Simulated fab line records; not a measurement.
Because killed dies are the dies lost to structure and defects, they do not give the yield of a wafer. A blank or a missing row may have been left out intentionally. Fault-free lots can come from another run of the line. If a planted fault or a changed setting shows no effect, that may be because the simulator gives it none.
Which of the tools did it?    flow gf180mcu    24 lots with 72 wafers sampled at 5 steps, on a route of 602 steps

== WHAT EACH GAUGE READ, for each wafer ==
GF_NSD_CD_MEAS_07: target cd 400 nm.
lot   measured      on        cdNm (nm)
L074  day 13 05:19  cdSem-02  400.7 399.8 401.5
L075  day 13 12:40  cdSem-02  400.3 396.7 399.3
L076  day 14 05:38  cdSem-01  395.9 400.0 396.2
L077  day 14 14:20  cdSem-02  398.0 396.7 397.4
L078  day 14 17:52  cdSem-02  398.0 398.3 396.8
L080  day 15 12:41  cdSem-02  399.9 398.6 400.6
L079  day 15 15:24  cdSem-02  397.5 396.1 397.0
L082  day 16 02:45  cdSem-02  399.1 398.6 400.0
L081  day 16 02:59  cdSem-01  403.8 403.1 402.7
L083  day 16 05:52  cdSem-01  401.2 401.3 400.9
L084  day 16 22:34  cdSem-01  394.9 398.9 398.1
L085  day 17 02:37  cdSem-02  397.7 400.3 400.0
L086  day 17 13:44  cdSem-02  394.6 396.7 396.7
L087  day 17 17:23  cdSem-02  402.3 403.3 402.1
L088  day 18 03:02  cdSem-01  399.9 400.3 398.5
L090  day 18 12:47  cdSem-02  401.4 402.6 402.6
L089  day 18 14:07  cdSem-01  403.0 399.9 401.1
L091  day 19 02:17  cdSem-01  399.5 400.1 401.7
L092  day 19 07:40  cdSem-02  398.6 399.4 398.7
L093  day 19 19:30  cdSem-02  399.7 400.1 400.9
L094  day 20 01:45  cdSem-01  402.7 403.4 399.3
L095  day 20 11:54  cdSem-01  402.2 402.5 401.4
L096  day 20 23:05  cdSem-02  397.4 395.9 396.6
L097  day 21 01:38  cdSem-02  401.2 403.7 403.1

GF_TOP_METAL_OVL_MEAS_15.
lot   measured      on          TOP_METAL_OVL (nm)
L074  day 27 20:49  overlay-01  -1.0 -0.1 0.3
L075  day 28 06:32  overlay-01  0.6 1.5 -0.3
L076  day 28 22:08  overlay-02  1.4 2.5 1.1
L077  day 29 07:49  overlay-02  1.2 0.1 -0.8
L078  day 29 08:07  overlay-01  -2.4 -2.1 -0.4
L080  day 29 23:45  overlay-01  1.2 1.3 3.5
L079  day 30 01:43  overlay-01  -2.5 -1.4 0.3
L082  day 30 10:22  overlay-01  1.1 1.4 0.7
L081  day 30 11:25  overlay-01  -0.2 -2.7 -0.2
L083  day 30 16:35  overlay-01  -1.5 3.2 1.5
L084  day 31 05:46  overlay-01  -0.9 0.2 1.0
L085  day 31 08:43  overlay-02  -0.9 0.6 -1.5
L086  day 31 15:43  overlay-01  -2.3 1.9 0.3
L087  day 31 19:25  overlay-01  0.8 2.6 0.7
L088  day 32 04:55  overlay-01  2.5 1.5 4.5
L090  day 32 08:37  overlay-01  0.8 0.2 1.7
L089  day 32 13:13  overlay-02  -0.3 1.3 -0.9
L091  day 32 20:39  overlay-01  -1.2 -0.3 1.3
L092  day 33 02:25  overlay-01  0.6 0.0 1.2
L093  day 33 07:43  overlay-01  1.1 0.6 1.1
L094  day 33 11:07  overlay-01  3.2 2.5 0.8
L095  day 33 20:33  overlay-02  1.1 1.3 -0.4
L096  day 34 02:01  overlay-01  0.5 -1.0 -1.4
L097  day 34 03:52  overlay-01  0.1 1.1 -1.5

== WHAT TOOL EACH LOT RAN ON (gives the tool, then ch and the chambers of the sampled wafers, and finally the start) ==
lot   GF_V3_SPUTTER_21             GF_M5_STRIP_11                       GF_V5_CVD_23
L074  pvdSputter-02, day 22 03:43  plasmaAsher-04 ch 0,1, day 26 01:55  cvdW-02 ch 0,1, day 27 00:52
L075  pvdSputter-02, day 22 15:00  plasmaAsher-03 ch 0,1, day 26 11:52  cvdW-01 ch 0,1, day 27 10:22
L076  pvdSputter-02, day 23 09:48  plasmaAsher-04 ch 0,1, day 27 03:41  cvdW-02 ch 0,1, day 28 01:55
L077  pvdSputter-02, day 23 19:37  plasmaAsher-04 ch 0, day 27 13:45    cvdW-02 ch 1, day 28 11:05
L078  pvdSputter-04, day 23 22:09  plasmaAsher-04 ch 0,1, day 27 14:32  cvdW-01 ch 0,1, day 28 12:02
L080  pvdSputter-03, day 24 17:21  plasmaAsher-03 ch 0,1, day 28 07:05  cvdW-02 ch 0,1, day 29 04:52
L079  pvdSputter-02, day 24 20:29  plasmaAsher-02 ch 0,1, day 28 09:20  cvdW-01 ch 0,1, day 29 06:27
L082  pvdSputter-04, day 25 04:33  plasmaAsher-04 ch 0,1, day 28 17:59  cvdW-02 ch 0,1, day 29 14:53
L081  pvdSputter-03, day 25 05:11  plasmaAsher-02 ch 0,1, day 28 19:09  cvdW-01 ch 0,1, day 29 15:42
L083  pvdSputter-04, day 25 11:29  plasmaAsher-02 ch 0,1, day 29 00:17  cvdW-01 ch 0,1, day 29 21:04
L084  pvdSputter-02, day 26 02:44  plasmaAsher-02 ch 0,1, day 29 14:32  cvdW-01 ch 0,1, day 30 11:02
L085  pvdSputter-02, day 26 04:32  plasmaAsher-03 ch 1, day 29 15:48    cvdW-01 ch 1, day 30 13:14
L086  pvdSputter-04, day 26 15:28  plasmaAsher-04 ch 0,1, day 30 01:41  cvdW-01 ch 0,1, day 30 22:05
L087  pvdSputter-03, day 26 20:07  plasmaAsher-02 ch 0,1, day 30 06:25  cvdW-01 ch 0,1, day 31 01:55
L088  pvdSputter-03, day 27 04:32  plasmaAsher-03 ch 0,1, day 30 14:38  cvdW-01 ch 0,1, day 31 11:01
L090  pvdSputter-03, day 27 11:25  plasmaAsher-04 ch 0,1, day 30 19:29  cvdW-01 ch 0,1, day 31 15:03
L089  pvdSputter-02, day 27 14:55  plasmaAsher-02 ch 0,1, day 31 00:11  cvdW-01 ch 0,1, day 31 19:12
L091  pvdSputter-04, day 28 00:28  plasmaAsher-02 ch 0,1, day 31 08:38  cvdW-01 ch 1, day 32 03:41
L092  pvdSputter-04, day 28 05:28  plasmaAsher-04 ch 0,1, day 31 12:30  cvdW-01 ch 0,1, day 32 07:40
L093  pvdSputter-03, day 28 13:46  plasmaAsher-02 ch 0,1, day 31 19:57  cvdW-01 ch 0,1, day 32 14:44
L094  pvdSputter-04, day 28 19:01  plasmaAsher-03 ch 0,1, day 32 00:32  cvdW-02 ch 0,1, day 32 18:47
L095  pvdSputter-03, day 29 04:58  plasmaAsher-04 ch 0,1, day 32 09:17  cvdW-01 ch 0,1, day 33 04:04
L096  pvdSputter-03, day 29 12:39  plasmaAsher-04 ch 1, day 32 16:03    cvdW-02 ch 1, day 33 09:46
L097  pvdSputter-03, day 29 14:19  plasmaAsher-04 ch 0,1, day 32 17:29  cvdW-01 ch 0,1, day 33 11:37
- GF_V3_SPUTTER_21: material Ti, target thk 15 nm, time 80.02 s.
- GF_M5_STRIP_11: strips in O2/N2.
- GF_V5_CVD_23: deposits W, target thk 350 nm, time 104.9 s.

== AS READ BY THE TOOLS THEMSELVES (means over the sampled wafers that have a number; for cases with no such wafer, the mark the record gives instead) ==
GF_V3_SPUTTER_21.
lot   tool           throttleValvePct (%)
L074  pvdSputter-02  30.9
L075  pvdSputter-02  30.5
L076  pvdSputter-02  30.7
L077  pvdSputter-02  30.3
L078  pvdSputter-04  29.7
L080  pvdSputter-03  29.6
L079  pvdSputter-02  30.3
L082  pvdSputter-04  30.1
L081  pvdSputter-03  29.9
L083  pvdSputter-04  29.1
L084  pvdSputter-02  30.7
L085  pvdSputter-02  30.8
L086  pvdSputter-04  29.6
L087  pvdSputter-03  29.9
L088  pvdSputter-03  30.2
L090  pvdSputter-03  29.5
L089  pvdSputter-02  30.8
L091  pvdSputter-04  29.9
L092  pvdSputter-04  29.2
L093  pvdSputter-03  30.0
L094  pvdSputter-04  29.3
L095  pvdSputter-03  29.9
L096  pvdSputter-03  30.8
L097  pvdSputter-03  30.3

GF_M5_STRIP_11.
lot   tool            drypumpMotorCurrentA (A)  heaterPowerW (W)  oesProductAu (a.u.)  platenTempC (C)  stripTimeToEndpointS (s)
L074  plasmaAsher-04  5.9                       342               0.524                250.27           7.10
L075  plasmaAsher-03  5.7                       361               0.521                249.89           6.98
L076  plasmaAsher-04  5.9                       342               0.524                249.86           7.03
L077  plasmaAsher-04  6.3                       331               0.524                249.92           7.08
L078  plasmaAsher-04  5.9                       344               0.525                250.09           7.11
L080  plasmaAsher-03  5.6                       363               0.524                250.09           7.08
L079  plasmaAsher-02  5.8                       308               0.520                250.21           6.92
L082  plasmaAsher-04  5.9                       342               0.525                249.84           7.07
L081  plasmaAsher-02  5.8                       307               0.516                249.84           6.99
L083  plasmaAsher-02  5.9                       310               0.520                250.07           6.96
L084  plasmaAsher-02  5.4                       312               0.520                249.82           6.94
L085  plasmaAsher-03  5.8                       362               0.522                250.08           7.04
L086  plasmaAsher-04  5.9                       342               0.524                249.97           7.05
L087  plasmaAsher-02  5.4                       307               0.521                249.91           7.02
L088  plasmaAsher-03  5.5                       366               0.525                249.71           7.10
L090  plasmaAsher-04  5.8                       342               0.525                249.83           7.08
L089  plasmaAsher-02  5.4                       307               0.531                250.14           7.12
L091  plasmaAsher-02  5.8                       303               0.525                250.00           7.10
L092  plasmaAsher-04  5.9                       347               0.516                249.92           6.99
L093  plasmaAsher-02  5.4                       312               0.524                250.31           7.04
L094  plasmaAsher-03  5.7                       374               0.523                250.08           7.04
L095  plasmaAsher-04  5.4                       353               0.522                250.18           7.05
L096  plasmaAsher-04  5.0                       373               0.523                250.06           7.01
L097  plasmaAsher-04  5.9                       345               0.527                250.16           7.14

GF_V5_CVD_23.
lot   tool     heaterPowerW (W)
L074  cvdW-02  895
L075  cvdW-01  803
L076  cvdW-02  895
L077  cvdW-02  860
L078  cvdW-01  819
L080  cvdW-02  906
L079  cvdW-01  811
L082  cvdW-02  933
L081  cvdW-01  806
L083  cvdW-01  805
L084  cvdW-01  794
L085  cvdW-01  839
L086  cvdW-01  801
L087  cvdW-01  830
L088  cvdW-01  828
L090  cvdW-01  787
L089  cvdW-01  814
L091  cvdW-01  830
L092  cvdW-01  811
L093  cvdW-01  800
L094  cvdW-02  927
L095  cvdW-01  816
L096  cvdW-02  871
L097  cvdW-01  792

== THE ANSWER, worked out from the rows above alone ==
Rule: the usual values come from the lots themselves. Put in order of their means at a reading, lots are off if they are a third of the lots or fewer, leave a main group of 4 or more, and stand apart from it by a gap of 3 or more times the standard deviation of the main group's means; of several such gaps the widest counts. If all means in a main group match to the digits the tables above print for the reading, that group is not used. A lot without any number at a reading at which 4 lots or more have one is off too. Where the step has rows for the other lots, those lots are counted as sound. Order of review: gauges by route order, followed by the tools' own readings, for which a lot's mean as printed above is used. The first step at which some lot is off is used, and at that step the reading that is off furthest; a lot without a number counts as furthest.
Across all readings shown, no lot is off: no conclusion can be drawn from this.

== WHAT HAD BEEN PUT IN BY THE SIMULATOR ==
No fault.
